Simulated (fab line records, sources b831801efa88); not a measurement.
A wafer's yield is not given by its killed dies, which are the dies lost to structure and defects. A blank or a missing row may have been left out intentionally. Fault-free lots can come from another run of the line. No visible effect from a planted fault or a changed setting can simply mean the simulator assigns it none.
fab line records -- flow sky130
record lots=13, wafers=39, last-day=50
route steps=708 shown SONOS_ONO@173 GATE_OXIDE@194 RES_PROTECT@215 PAD_OPEN@708
lots that met no fault: from a run of the same line without faults
start-h: start of the lot's first displayed wafer, in hours after the record's first day -- wait-h: hours from the lot's prior step to this one -- " same as the row above -- L1.1+2: one row covering several wafers at once -- - no value, or no start given -- * or withheld: withheld -- < > ~ a bound
route shown NAME@n: a module of which the file shows steps, and the number in the route of the first -- usual: mean/standard deviation of fault-free wafers -- same: alike in all rows -- chamber/n: place in a boat -- sites: each site's reading -- _std_site: the standard deviation of these -- _edge_site: mean of outer sites minus mean of inner sites -- radius-mm: for every site, how far away it sits from the centre of the wafer -- mask NAME#n: copy n -- behind: the last tool/chamber to shape the wafer -- hold: reason for holding the lot/hours on hold/outcome of the hold -- device: which transistor (n, p or np) failed to switch -- end of line: the route-end tests of the same wafers -- step lacking rows: just its recipe -- killed: not the wafer's yield, but the dies lost to structure and defects at the first sort -- map: the dies of a wafer, with x for killed, . for not killed, _ for no die there
set.NAME: the setting as run; set.NAME@STEP: as run at that earlier step -- model.NAME: the simulator's own value behind a step, which no gauge read
steps of the route over a sample of lots; a table a step, a row a wafer
services: when a tool's chamber went out of use (start-h, in hours from the record's first day, below 0 if earlier), for how many hours, and the reason
## steps
# step SKY_SONOS_ONO_THK_MEAS_05
# recipe reads=SiO2_of_SONOS_ONO_CVD_04
# usual SONOS_ONO_CVD_04_THK=5.71/0.11
lot.wafer,tool,chamber,start-h,wait-h,SONOS_ONO_CVD_04_THK[nm]
L288.1,film-metro-01,-,273.86,0.0,5.77
L288.5,film-metro-01,-,273.86,0.0,5.66
L288.6,film-metro-01,-,273.86,0.0,5.64
L289.2,film-metro-03,-,277.91,0.0,5.65
L289.3,film-metro-03,-,277.91,0.0,5.66
L289.4,film-metro-03,-,277.91,0.0,5.59
L290.2,film-metro-03,-,292.44,0.0,5.69
L290.3,film-metro-03,-,292.44,0.0,5.83
L290.5,film-metro-03,-,292.44,0.0,5.83
L291.2,film-metro-03,-,303.77,0.0,5.66
L291.4,film-metro-03,-,303.77,0.0,5.69
L291.5,film-metro-03,-,303.77,0.0,5.76
L294.3,film-metro-03,-,330.60,0.0,5.87
L294.4,film-metro-03,-,330.60,0.0,5.63
L294.5,film-metro-03,-,330.60,0.0,5.73
L295.1,film-metro-02,-,334.94,0.0,5.44
L295.4,film-metro-02,-,334.94,0.0,5.61
L295.5,film-metro-02,-,334.94,0.0,5.54
L301.3,film-metro-02,-,391.52,0.0,5.68
L301.5,film-metro-02,-,391.52,0.0,5.72
L301.6,film-metro-02,-,391.52,0.0,5.69
L302.3,film-metro-01,-,391.54,0.0,5.56
L302.5,film-metro-01,-,391.54,0.0,5.61
L302.6,film-metro-01,-,391.54,0.0,5.63
L303.2,film-metro-01,-,403.05,0.0,5.65
L303.3,film-metro-01,-,403.05,0.0,5.60
L303.6,film-metro-01,-,403.05,0.0,5.66
L304.1,film-metro-01,-,412.13,0.0,5.62
L304.4,film-metro-01,-,412.13,0.0,5.56
L304.5,film-metro-01,-,412.13,0.0,5.59
L305.1,film-metro-01,-,417.34,0.0,5.73
L305.3,film-metro-01,-,417.34,0.0,5.74
L305.4,film-metro-01,-,417.34,0.0,5.71
L306.2,film-metro-03,-,418.58,0.0,6.00
L306.4,film-metro-03,-,418.58,0.0,6.00
L306.5,film-metro-03,-,418.58,0.0,5.92
L307.1,film-metro-03,-,427.82,0.0,5.89
L307.2,film-metro-03,-,427.82,0.0,5.64
L307.4,film-metro-03,-,427.82,0.0,5.83
# step SKY_SONOS_ONO_OVL_MEAS_14
# usual SONOS_ONO_OVL=0.2/1.2
lot.wafer,tool,chamber,start-h,wait-h,SONOS_ONO_OVL[nm]
L288.1,overlay-02,-,297.58,0.1,0.5
L288.5,overlay-02,-,297.58,0.1,2.5
L288.6,overlay-02,-,297.58,0.1,0.9
L289.2,overlay-02,-,302.67,0.1,2.8
L289.3,overlay-02,-,302.67,0.1,-0.5
L289.4,overlay-02,-,302.67,0.1,-0.5
L290.2,overlay-02,-,318.59,0.1,1.3
L290.3,overlay-02,-,318.59,0.1,0.7
L290.5,overlay-02,-,318.59,0.1,1.5
L291.2,overlay-01,-,330.17,0.1,0.8
L291.4,overlay-01,-,330.17,0.1,1.7
L291.5,overlay-01,-,330.17,0.1,1.1
L294.3,overlay-01,-,357.19,0.1,1.3
L294.4,overlay-01,-,357.19,0.1,1.3
L294.5,overlay-01,-,357.19,0.1,0.6
L295.1,overlay-01,-,362.08,0.1,-0.2
L295.4,overlay-01,-,362.08,0.1,1.1
L295.5,overlay-01,-,362.08,0.1,0.1
L301.3,overlay-02,-,421.04,0.1,0.3
L301.5,overlay-02,-,421.04,0.1,0.2
L301.6,overlay-02,-,421.04,0.1,0.1
L302.3,overlay-02,-,421.38,0.1,-1.8
L302.5,overlay-02,-,421.38,0.1,-3.1
L302.6,overlay-02,-,421.38,0.1,-2.0
L303.2,overlay-01,-,432.44,0.1,1.1
L303.3,overlay-01,-,432.44,0.1,0.9
L303.6,overlay-01,-,432.44,0.1,-0.9
L304.1,overlay-01,-,442.77,0.1,-0.2
L304.4,overlay-01,-,442.77,0.1,-1.6
L304.5,overlay-01,-,442.77,0.1,-0.5
L305.1,overlay-01,-,448.27,0.1,0.4
L305.3,overlay-01,-,448.27,0.1,1.0
L305.4,overlay-01,-,448.27,0.1,0.0
L306.2,overlay-01,-,449.52,0.1,1.0
L306.4,overlay-01,-,449.52,0.1,0.8
L306.5,overlay-01,-,449.52,0.1,-0.7
L307.1,overlay-01,-,458.48,0.1,-0.3
L307.2,overlay-01,-,458.48,0.1,-0.9
L307.4,overlay-01,-,458.48,0.1,-0.3
# step SKY_GATE_OXIDE_EXPOSE_07
# recipe mask-id=LVOM, na=0.6, source-shape=conventional, sigma-outer=0.6, polarization=unpolarized, target-cd-nm=600, dose-mj=170
# usual focus-offset-nm=0.0/0.5, reticle-temp-C=22.99/0.096
lot.wafer,tool,chamber,start-h,wait-h,mask,focus-offset-nm,reticle-temp-C
L288.1,iline-stepper-01,0,312.67,-,LVOM#0,0.5,22.89
L288.5,iline-stepper-01,0,312.67,-,LVOM#0,-0.3,23.00
L288.6,iline-stepper-01,0,312.67,-,LVOM#0,0.4,22.84
L289.2,iline-stepper-01,0,317.26,-,LVOM#0,0.5,22.91
L289.3,iline-stepper-01,0,317.26,-,LVOM#0,0.8,22.84
L289.4,iline-stepper-01,0,317.26,-,LVOM#0,0.5,22.99
L290.2,iline-stepper-02,0,337.74,-,LVOM#0,-0.4,23.00
L290.3,iline-stepper-02,0,337.74,-,LVOM#0,0.4,23.04
L290.5,iline-stepper-02,0,337.74,-,LVOM#0,0.1,22.93
L291.2,iline-stepper-01,0,348.04,-,LVOM_R1#0,0.7,23.04
L291.4,iline-stepper-01,0,348.04,-,LVOM_R1#0,-0.5,23.06
L291.5,iline-stepper-01,0,348.04,-,LVOM_R1#0,-0.5,22.91
L294.3,iline-stepper-01,0,373.05,-,LVOM#0,0.0,23.02
L294.4,iline-stepper-01,0,373.05,-,LVOM#0,-1.4,23.05
L294.5,iline-stepper-01,0,373.05,-,LVOM#0,-0.5,23.07
L295.1,iline-stepper-02,0,378.74,-,LVOM#0,1.6,22.95
L295.4,iline-stepper-02,0,378.74,-,LVOM#0,0.3,22.96
L295.5,iline-stepper-02,0,378.74,-,LVOM#0,0.5,22.94
L301.3,iline-stepper-01,0,438.24,-,LVOM#0,0.0,23.20
L301.5,iline-stepper-01,0,438.24,-,LVOM#0,-0.2,23.01
L301.6,iline-stepper-01,0,438.24,-,LVOM#0,0.5,22.88
L302.3,iline-stepper-01,0,439.78,-,LVOM#0,-0.1,23.11
L302.5,iline-stepper-01,0,439.78,-,LVOM#0,0.6,23.15
L302.6,iline-stepper-01,0,439.78,-,LVOM#0,0.6,23.02
L303.2,iline-stepper-01,0,450.23,-,LVOM#0,0.3,23.08
L303.3,iline-stepper-01,0,450.23,-,LVOM#0,0.1,22.92
L303.6,iline-stepper-01,0,450.23,-,LVOM#0,0.0,22.97
L304.1,iline-stepper-01,0,461.56,-,LVOM#0,1.4,22.97
L304.4,iline-stepper-01,0,461.56,-,LVOM#0,0.1,22.87
L304.5,iline-stepper-01,0,461.56,-,LVOM#0,0.4,22.94
L306.2,iline-stepper-02,0,469.19,-,LVOM#0,0.1,23.05
L306.4,iline-stepper-02,0,469.19,-,LVOM#0,-0.2,23.04
L306.5,iline-stepper-02,0,469.19,-,LVOM#0,0.0,23.13
L305.1,iline-stepper-01,0,469.41,-,LVOM#0,-0.2,23.10
L305.3,iline-stepper-01,0,469.41,-,LVOM#0,-1.2,23.09
L305.4,iline-stepper-01,0,469.41,-,LVOM#0,-0.3,22.93
L307.1,iline-stepper-02,0,477.37,-,LVOM#0,0.2,22.88
L307.2,iline-stepper-02,0,477.37,-,LVOM#0,0.5,22.92
L307.4,iline-stepper-02,0,477.37,-,LVOM#0,-0.3,22.81
# step SKY_RES_PROTECT_TW_MEAS_08
# usual POLY_GATE_TW=4043/25
lot.wafer,tool,chamber,start-h,wait-h,POLY_GATE_TW
L288.1,film-metro-03,-,361.56,0.1,4096
L288.5,film-metro-03,-,361.56,0.1,4074
L288.6,film-metro-03,-,361.56,0.1,4088
L289.2,film-metro-04,-,364.46,0.1,4076
L289.3,film-metro-04,-,364.46,0.1,4058
L289.4,film-metro-04,-,364.46,0.1,4047
L290.2,film-metro-01,-,384.06,0.1,4053
L290.3,film-metro-01,-,384.06,0.1,4077
L290.5,film-metro-01,-,384.06,0.1,4075
L291.2,film-metro-01,-,392.96,0.1,4045
L291.4,film-metro-01,-,392.96,0.1,4052
L291.5,film-metro-01,-,392.96,0.1,4048
L294.3,film-metro-01,-,420.28,0.1,4030
L294.4,film-metro-01,-,420.28,0.1,4035
L294.5,film-metro-01,-,420.28,0.1,4028
L295.1,film-metro-03,-,426.60,0.1,4101
L295.4,film-metro-03,-,426.60,0.1,4108
L295.5,film-metro-03,-,426.60,0.1,4074
L301.3,film-metro-01,-,487.98,0.1,4011
L301.5,film-metro-01,-,487.98,0.1,4011
L301.6,film-metro-01,-,487.98,0.1,4047
L302.3,film-metro-01,-,491.28,0.1,4024
L302.5,film-metro-01,-,491.28,0.1,4023
L302.6,film-metro-01,-,491.28,0.1,4039
L303.2,film-metro-03,-,498.26,0.1,4078
L303.3,film-metro-03,-,498.26,0.1,4092
L303.6,film-metro-03,-,498.26,0.1,4068
L304.1,film-metro-03,-,512.86,0.1,4061
L304.4,film-metro-03,-,512.86,0.1,4037
L304.5,film-metro-03,-,512.86,0.1,4056
L306.2,film-metro-04,-,518.76,0.1,4003
L306.4,film-metro-04,-,518.76,0.1,3990
L306.5,film-metro-04,-,518.76,0.1,4031
L305.1,film-metro-03,-,519.95,0.1,4030
L305.3,film-metro-03,-,519.95,0.1,4048
L305.4,film-metro-03,-,519.95,0.1,4021
L307.1,film-metro-03,-,525.71,0.1,4028
L307.2,film-metro-03,-,525.71,0.1,4039
L307.4,film-metro-03,-,525.71,0.1,4032
# step SKY_PAD_OPEN_PROBE_99
# usual killed_at_M0_to_M3=44/7.2, killed_at_M4_up=3.1/1.8, killed-at-contacts=25/5.2, killed-at-front-end=15/3.9, killed-at-other=0.2/0.5, killed-dies=86/9.5, killed-open=47/7.3, killed-short=40/6
# same gross-dies=492, killed-at-back-side=0
lot.wafer,tool,chamber,start-h,wait-h,killed_at_M0_to_M3,killed_at_M4_up,killed-at-contacts,killed-at-front-end,killed-at-other,killed-dies,killed-open,killed-short
L289.2,prober-02,-,1095.63,0.1,41,3,30,21,1,96,45,51
L289.3,prober-02,-,1095.68,0.2,52,3,35,14,0,104,56,48
L289.4,prober-02,-,1095.73,0.2,60,1,31,16,0,108,60,48
L288.1,prober-02,-,1096.52,0.1,38,0,35,17,0,90,52,38
L288.5,prober-02,-,1096.72,0.2,33,3,17,20,0,73,36,37
L288.6,prober-02,-,1096.77,0.2,49,4,18,11,0,82,46,36
L290.2,prober-01,-,1105.41,0.1,37,2,25,14,0,78,43,35
L290.3,prober-01,-,1105.46,0.2,50,2,37,18,0,107,57,50
L290.5,prober-01,-,1105.56,0.2,40,0,25,12,1,78,41,37
L291.2,prober-02,-,1118.82,0.1,43,3,30,14,1,91,58,33
L291.4,prober-02,-,1118.92,0.2,59,6,20,17,0,102,54,48
L291.5,prober-02,-,1118.97,0.2,47,4,25,11,1,88,50,38
L294.3,prober-02,-,1134.59,0.2,38,3,25,19,0,85,50,35
L294.4,prober-02,-,1134.64,0.2,47,4,23,18,0,92,51,41
L294.5,prober-02,-,1134.69,0.2,45,2,28,21,0,96,47,49
L295.1,prober-01,-,1134.82,0.1,43,2,23,16,1,85,50,35
L295.4,prober-01,-,1134.97,0.2,41,4,34,3,0,82,40,42
L295.5,prober-01,-,1135.02,0.2,43,4,17,11,0,75,37,38
L301.3,prober-01,-,1173.07,0.2,37,4,26,20,0,87,54,33
L301.6,prober-01,-,1173.22,0.2,57,6,26,19,0,108,59,49
L302.3,prober-02,-,1175.82,0.2,49,3,22,12,0,86,56,30
L302.5,prober-02,-,1175.92,0.2,33,4,28,14,0,79,45,34
L302.6,prober-02,-,1175.97,0.2,57,1,22,13,0,93,51,42
L303.2,prober-01,-,1178.17,0.1,34,3,21,11,1,70,35,35
L303.3,prober-01,-,1178.22,0.2,41,2,24,19,1,87,48,39
L303.6,prober-01,-,1178.37,0.2,43,5,20,26,1,95,55,40
L304.1,prober-02,-,1182.41,0.1,38,1,29,16,0,84,41,43
L304.4,prober-02,-,1182.56,0.2,52,3,27,11,0,93,48,45
L304.5,prober-02,-,1182.61,0.2,46,7,26,18,0,97,48,49
L306.2,prober-01,-,1184.11,0.1,57,2,17,16,0,92,62,30
L306.4,prober-01,-,1184.21,0.2,30,2,31,11,0,74,37,37
L306.5,prober-01,-,1184.26,0.2,47,4,15,17,0,83,38,45
L305.1,prober-02,-,1188.38,0.1,43,1,22,12,0,78,45,33
L305.3,prober-02,-,1188.48,0.2,40,5,19,13,0,77,37,40
L305.4,prober-02,-,1188.53,0.2,33,4,24,20,0,81,48,33
L307.1,prober-01,-,1193.57,0.1,39,3,30,18,0,90,53,37
L307.2,prober-01,-,1193.62,0.1,45,6,21,13,0,85,50,35
L307.4,prober-01,-,1193.72,0.2,46,3,18,9,0,76,46,30
# killed by level:class
L289.2 CONTACT:geometric-particle:open=10 METAL2:geometric-particle:short=9 VIA1:geometric-particle:open=8 VIA1:geometric-particle:short=8 LOCAL_INTERCONNECT:geometric-particle:short=7 LI_CONTACT:geometric-particle:open=7 POLY_GATE:geometric-particle:short=6 VIA2:geometric-particle:open=6
L289.3 VIA1:geometric-particle:open=15 VIA1:geometric-particle:short=11 CONTACT:geometric-particle:open=10 LI_CONTACT:geometric-particle:open=10 FIELD_ISO:geometric-particle:short=6 CONTACT:geometric-particle:short=6 METAL1:geometric-particle:short=6 METAL2:geometric-particle:open=6
L289.4 LI_CONTACT:geometric-particle:open=12 CONTACT:geometric-particle:open=8 VIA1:geometric-particle:open=8 METAL2:geometric-particle:short=8 VIA3:geometric-particle:short=7 VIA2:geometric-particle:open=7 VIA3:geometric-particle:open=7 FIELD_ISO:geometric-particle:open=6
L288.1 CONTACT:geometric-particle:open=17 METAL2:geometric-particle:short=8 LI_CONTACT:geometric-particle:open=7 VIA1:geometric-particle:open=7 VIA2:geometric-particle:open=6 LOCAL_INTERCONNECT:geometric-particle:short=5 FIELD_ISO:geometric-particle:open=4 SPACER:geometric-particle:open=4
L288.5 VIA1:geometric-particle:open=10 LOCAL_INTERCONNECT:geometric-particle:short=5 FIELD_ISO:geometric-particle:open=5 METAL1:geometric-particle:short=5 METAL2:geometric-particle:short=4 CONTACT:geometric-particle:short=4 CONTACT:geometric-particle:open=4 VIA3:geometric-particle:open=4
L288.6 VIA1:geometric-particle:open=10 METAL2:geometric-particle:short=9 LI_CONTACT:geometric-particle:open=8 VIA3:geometric-particle:open=6 METAL1:geometric-particle:short=5 CONTACT:geometric-particle:open=5 VIA2:geometric-particle:open=5 METAL3:geometric-particle:short=4
L290.2 VIA1:geometric-particle:open=13 LI_CONTACT:geometric-particle:open=8 CONTACT:geometric-particle:open=7 CONTACT:geometric-particle:short=7 FIELD_ISO:geometric-particle:short=6 VIA3:geometric-particle:open=5 METAL1:geometric-particle:short=4 METAL2:geometric-particle:short=4
L290.3 CONTACT:geometric-particle:open=15 VIA1:geometric-particle:open=14 VIA1:geometric-particle:short=8 VIA2:geometric-particle:open=8 LOCAL_INTERCONNECT:geometric-particle:short=7 METAL2:geometric-particle:short=7 POLY_GATE:geometric-particle:short=6 FIELD_ISO:geometric-particle:short=5
L290.5 CONTACT:geometric-particle:open=11 VIA1:geometric-particle:open=8 LI_CONTACT:geometric-particle:open=7 FIELD_ISO:geometric-particle:open=5 FIELD_ISO:geometric-particle:short=5 VIA3:geometric-particle:open=5 VIA3:geometric-particle:short=5 VIA1:geometric-particle:short=4
L291.2 CONTACT:geometric-particle:open=13 VIA1:geometric-particle:open=10 VIA2:geometric-particle:open=9 LI_CONTACT:geometric-particle:open=8 METAL1:geometric-particle:short=6 CONTACT:geometric-particle:short=5 VIA3:geometric-particle:open=5 VIA1:geometric-particle:short=4
L291.4 VIA1:geometric-particle:open=15 VIA2:geometric-particle:open=11 METAL2:geometric-particle:short=7 FIELD_ISO:geometric-particle:open=6 CONTACT:geometric-particle:short=6 VIA1:geometric-particle:short=6 CONTACT:geometric-particle:open=5 VIA3:geometric-particle:short=5
L291.5 VIA1:geometric-particle:open=10 CONTACT:geometric-particle:open=9 VIA3:geometric-particle:open=8 CONTACT:geometric-particle:short=7 VIA1:geometric-particle:short=6 METAL2:geometric-particle:short=6 VIA2:geometric-particle:open=6 LI_CONTACT:geometric-particle:open=5
L294.3 VIA1:geometric-particle:open=13 LI_CONTACT:geometric-particle:open=9 FIELD_ISO:geometric-particle:short=6 CONTACT:geometric-particle:open=6 SPACER:geometric-particle:short=4 CONTACT:geometric-particle:short=4 METAL2:geometric-particle:short=4 VIA2:geometric-particle:open=4
L294.4 VIA1:geometric-particle:open=13 VIA3:geometric-particle:open=10 METAL2:geometric-particle:short=9 LOCAL_INTERCONNECT:geometric-particle:short=7 LI_CONTACT:geometric-particle:open=6 FIELD_ISO:geometric-particle:open=5 CONTACT:geometric-particle:short=5 FIELD_ISO:geometric-particle:short=4
L294.5 LI_CONTACT:geometric-particle:open=11 VIA1:geometric-particle:open=10 METAL2:geometric-particle:short=9 LOCAL_INTERCONNECT:geometric-particle:short=6 VIA3:geometric-particle:open=6 FIELD_ISO:geometric-particle:short=5 POLY_GATE:geometric-particle:short=5 METAL1:geometric-particle:short=5
L295.1 VIA1:geometric-particle:open=8 LI_CONTACT:geometric-particle:open=7 CONTACT:geometric-particle:open=7 VIA3:geometric-particle:open=6 VIA2:geometric-particle:open=6 FIELD_ISO:geometric-particle:open=5 METAL2:geometric-particle:short=5 FIELD_ISO:geometric-particle:short=4
L295.4 LI_CONTACT:geometric-particle:open=13 VIA3:geometric-particle:short=7 VIA1:geometric-particle:open=7 VIA2:geometric-particle:short=6 VIA2:geometric-particle:open=6 LOCAL_INTERCONNECT:geometric-particle:short=6 CONTACT:geometric-particle:short=6 CONTACT:geometric-particle:open=6
L295.5 VIA1:geometric-particle:open=14 VIA2:geometric-particle:open=7 METAL2:geometric-particle:short=7 CONTACT:geometric-particle:short=6 METAL1:geometric-particle:short=6 LI_CONTACT:geometric-particle:short=4 CONTACT:geometric-particle:open=3 VIA3:geometric-particle:open=3
L301.3 CONTACT:geometric-particle:open=10 VIA2:geometric-particle:open=9 FIELD_ISO:geometric-particle:open=7 LI_CONTACT:geometric-particle:open=7 VIA1:geometric-particle:open=7 POLY_GATE:geometric-particle:open=5 VIA3:geometric-particle:open=5 LOCAL_INTERCONNECT:geometric-particle:short=4
L301.6 VIA1:geometric-particle:open=12 CONTACT:geometric-particle:open=10 VIA3:geometric-particle:open=9 METAL2:geometric-particle:short=8 LI_CONTACT:geometric-particle:open=7 METAL4:geometric-particle:short=6 POLY_GATE:geometric-particle:short=5 POLY_GATE:geometric-particle:open=5
L302.3 VIA3:geometric-particle:open=13 VIA1:geometric-particle:open=10 VIA2:geometric-particle:open=9 CONTACT:geometric-particle:open=8 LI_CONTACT:geometric-particle:open=7 FIELD_ISO:geometric-particle:open=3 LI_CONTACT:geometric-particle:short=3 METAL1:geometric-particle:short=3
L302.5 CONTACT:geometric-particle:open=13 CONTACT:geometric-particle:short=8 VIA3:geometric-particle:open=6 VIA1:geometric-particle:open=5 VIA2:geometric-particle:open=5 VIA2:geometric-particle:short=5 FIELD_ISO:geometric-particle:short=4 POLY_GATE:geometric-particle:open=4
L302.6 VIA1:geometric-particle:open=11 VIA2:geometric-particle:open=10 VIA1:geometric-particle:short=9 METAL1:geometric-particle:short=8 CONTACT:geometric-particle:open=7 METAL2:geometric-particle:short=7 LI_CONTACT:geometric-particle:open=6 FIELD_ISO:geometric-particle:open=5
L303.2 VIA1:geometric-particle:open=9 CONTACT:geometric-particle:open=6 VIA3:geometric-particle:open=6 METAL2:geometric-particle:short=5 LI_CONTACT:geometric-particle:short=5 LOCAL_INTERCONNECT:geometric-particle:short=4 FIELD_ISO:geometric-particle:open=3 POLY_GATE:geometric-particle:open=3
L303.3 CONTACT:geometric-particle:open=11 VIA1:geometric-particle:open=8 LI_CONTACT:geometric-particle:open=7 FIELD_ISO:geometric-particle:short=6 VIA3:geometric-particle:open=6 METAL1:geometric-particle:short=5 VIA2:geometric-particle:open=5 VIA2:geometric-particle:short=5
L303.6 VIA1:geometric-particle:open=10 FIELD_ISO:geometric-particle:short=9 CONTACT:geometric-particle:open=9 FIELD_ISO:geometric-particle:open=6 METAL1:geometric-particle:short=6 METAL2:geometric-particle:short=6 VIA3:geometric-particle:open=6 METAL1:geometric-particle:open=5
L304.1 LI_CONTACT:geometric-particle:open=7 LOCAL_INTERCONNECT:geometric-particle:short=7 FIELD_ISO:geometric-particle:short=6 METAL1:geometric-particle:short=6 CONTACT:geometric-particle:open=6 VIA1:geometric-particle:open=6 VIA2:geometric-particle:open=6 METAL3:geometric-particle:short=5
L304.4 VIA1:geometric-particle:open=12 VIA3:geometric-particle:open=9 VIA1:geometric-particle:short=8 CONTACT:geometric-particle:open=7 METAL2:geometric-particle:short=7 LI_CONTACT:geometric-particle:open=6 LI_CONTACT:geometric-particle:short=5 LOCAL_INTERCONNECT:geometric-particle:short=5
L304.5 VIA1:geometric-particle:open=12 CONTACT:geometric-particle:open=8 METAL1:geometric-particle:short=7 LOCAL_INTERCONNECT:geometric-particle:short=7 METAL4:geometric-particle:short=7 VIA3:geometric-particle:open=7 VIA2:geometric-particle:open=6 SPACER:geometric-particle:open=5
L306.2 VIA1:geometric-particle:open=17 VIA3:geometric-particle:open=12 CONTACT:geometric-particle:open=11 FIELD_ISO:geometric-particle:open=7 VIA1:geometric-particle:short=6 METAL1:geometric-particle:short=5 LI_CONTACT:geometric-particle:open=4 VIA2:geometric-particle:open=4
L306.4 LI_CONTACT:geometric-particle:open=7 LOCAL_INTERCONNECT:geometric-particle:short=7 CONTACT:geometric-particle:short=7 METAL1:geometric-particle:short=6 FIELD_ISO:geometric-particle:open=5 VIA1:geometric-particle:open=5 CONTACT:geometric-particle:open=5 METAL3:geometric-particle:short=5
L306.5 CONTACT:geometric-particle:open=8 METAL1:geometric-particle:short=8 VIA3:geometric-particle:open=8 VIA2:geometric-particle:open=6 VIA1:geometric-particle:open=5 METAL2:geometric-particle:short=5 METAL3:geometric-particle:short=5 FIELD_ISO:geometric-particle:short=4
L305.1 VIA1:geometric-particle:open=13 VIA3:geometric-particle:open=8 LI_CONTACT:geometric-particle:open=7 CONTACT:geometric-particle:short=5 CONTACT:geometric-particle:open=5 METAL2:geometric-particle:short=5 FIELD_ISO:geometric-particle:short=3 METAL3:geometric-particle:short=3
L305.3 CONTACT:geometric-particle:open=9 VIA1:geometric-particle:short=8 VIA3:geometric-particle:short=7 VIA3:geometric-particle:open=6 VIA1:geometric-particle:open=6 POLY_GATE:geometric-particle:open=5 METAL2:geometric-particle:short=4 VIA2:geometric-particle:short=4
L305.4 VIA1:geometric-particle:open=11 CONTACT:geometric-particle:open=9 POLY_GATE:geometric-particle:open=7 CONTACT:geometric-particle:short=6 FIELD_ISO:geometric-particle:open=5 VIA2:geometric-particle:open=5 LI_CONTACT:geometric-particle:open=4 METAL1:geometric-particle:short=4
L307.1 VIA1:geometric-particle:open=11 CONTACT:geometric-particle:open=9 LI_CONTACT:geometric-particle:open=9 FIELD_ISO:geometric-particle:short=8 VIA3:geometric-particle:open=7 METAL2:geometric-particle:short=7 FIELD_ISO:geometric-particle:open=5 CONTACT:geometric-particle:short=5
L307.2 VIA1:geometric-particle:open=15 CONTACT:geometric-particle:open=13 METAL2:geometric-particle:short=9 FIELD_ISO:geometric-particle:short=6 LI_CONTACT:geometric-particle:open=4 METAL1:geometric-particle:short=4 VIA1:geometric-particle:short=4 VIA3:geometric-particle:short=4
L307.4 VIA1:geometric-particle:open=10 VIA2:geometric-particle:open=7 CONTACT:geometric-particle:open=6 LI_CONTACT:geometric-particle:open=6 METAL2:geometric-particle:short=6 FIELD_ISO:geometric-particle:open=5 METAL3:geometric-particle:short=5 METAL1:geometric-particle:short=4
## services
tool,chamber,start-h,hours,kind
iline-stepper-01,-,373.20,8.9,pm
iline-stepper-01,-,397.90,1.7,pm
iline-stepper-02,-,471.54,1.7,pm
iline-stepper-01,-,473.47,6.1,repair
## key
first-sign step=SKY_GATE_OXIDE_EXPOSE_07, reading=mask, direction=changed
effect none on later readings
met-at SKY_GATE_OXIDE_EXPOSE_07
struck-lots L291
tester-left-out L291
not-acting-at SKY_SONOS_ONO_THK_MEAS_05,SKY_SONOS_ONO_OVL_MEAS_14,SKY_RES_PROTECT_TW_MEAS_08
onset-between 317.26 348.04
fault kind=wrong-mask, tool=any, chamber=-, onset-h=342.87, steps=SKY_GATE_OXIDE_EXPOSE_07, aux-copy=LVOM_R1#0, cd-offset-nm=90, scope=struck-lots-only
# tester-left-out: of these lots the tester's yield and bins aren't shown, on N5 and GAA mostly nor the transistor test; their killed dies are dies lost to structure and defects alone, not to doping, threshold or leakage, so they don't give the yield
